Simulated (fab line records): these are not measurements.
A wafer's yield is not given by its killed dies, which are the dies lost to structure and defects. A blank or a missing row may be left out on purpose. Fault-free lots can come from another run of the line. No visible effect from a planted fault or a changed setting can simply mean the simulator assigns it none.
Which tool was responsible? || flow sky130 || at 1 step of a route of 708, 14 lots with 42 wafers sampled

WHAT THE GAUGES SHOWED, per wafer
SKY_VIA2_CD_MEAS_12: the cd target is 200 nm. Usual: 199.8 nm for cd_nm, sd 1.7.
{"lot": "L669", "measured": "day 35 14:32", "on": "cd_sem-01", "cd_nm (nm)": "197.6 197.0 195.8", "flag": ""}
{"lot": "L671", "measured": "day 36 14:48", "on": "cd_sem-02", "cd_nm (nm)": "200.9 201.1 199.6", "flag": ""}
{"lot": "L673", "measured": "day 37 13:44", "on": "cd_sem-02", "cd_nm (nm)": "196.9 198.0 198.8", "flag": ""}
{"lot": "L674", "measured": "day 37 13:59", "on": "cd_sem-02", "cd_nm (nm)": "199.4 199.9 199.9", "flag": ""}
{"lot": "L676", "measured": "day 38 11:44", "on": "cd_sem-02", "cd_nm (nm)": "200.5 199.8 198.7", "flag": ""}
{"lot": "L677", "measured": "day 38 16:30", "on": "cd_sem-01", "cd_nm (nm)": "195.8 196.6 200.0", "flag": ""}
{"lot": "L678", "measured": "day 38 22:26", "on": "cd_sem-02", "cd_nm (nm)": "200.7 200.6 200.9", "flag": ""}
{"lot": "L680", "measured": "day 39 14:46", "on": "cd_sem-01", "cd_nm (nm)": "199.3 197.7 198.4", "flag": ""}
{"lot": "L682", "measured": "day 40 03:29", "on": "cd_sem-02", "cd_nm (nm)": "199.6 200.0 201.7", "flag": ""}
{"lot": "L686", "measured": "day 41 03:53", "on": "cd_sem-01", "cd_nm (nm)": "200.9 199.5 200.4", "flag": ""}
{"lot": "L688", "measured": "day 43 01:09", "on": "cd_sem-02", "cd_nm (nm)": "199.2 200.3 201.1", "flag": ""}
{"lot": "L689", "measured": "day 43 01:41", "on": "cd_sem-02", "cd_nm (nm)": "200.0 200.6 200.7", "flag": ""}
{"lot": "L690", "measured": "day 43 03:09", "on": "cd_sem-02", "cd_nm (nm)": "202.5 203.1 203.6", "flag": ""}
{"lot": "L692", "measured": "day 43 09:04", "on": "cd_sem-01", "cd_nm (nm)": "197.9 198.2 199.6", "flag": ""}

TOOL THAT RAN EACH LOT (tool first, then ch and the chambers of the sampled wafers, then the start)
The record shows no process step preceding these readings.

AS READ BY THE TOOLS THEMSELVES (means over the sampled wafers that have a number; for cases with no such wafer, the mark the record gives instead)
The record holds no such reading with a usual standard deviation.

THE ANSWER, worked out from the rows above alone
Rule: take the mean of a lot's wafers that have a number; if it is more than 3 standard deviations from the usual mean, the lot is off. A lot without any number at a reading at which 4 lots or more have one is off too. Any other lot the step has rows for is counted as sound. Order of review: gauges by route order, followed by the tools' own readings, for which a lot's mean as printed above is used. At the first step where some lot is off, the reading lying furthest off is the one used; lots without a number count as furthest.
No lot is off on any of the readings shown, so nothing can be concluded from this.

WHAT WAS PUT IN BY THE SIMULATOR
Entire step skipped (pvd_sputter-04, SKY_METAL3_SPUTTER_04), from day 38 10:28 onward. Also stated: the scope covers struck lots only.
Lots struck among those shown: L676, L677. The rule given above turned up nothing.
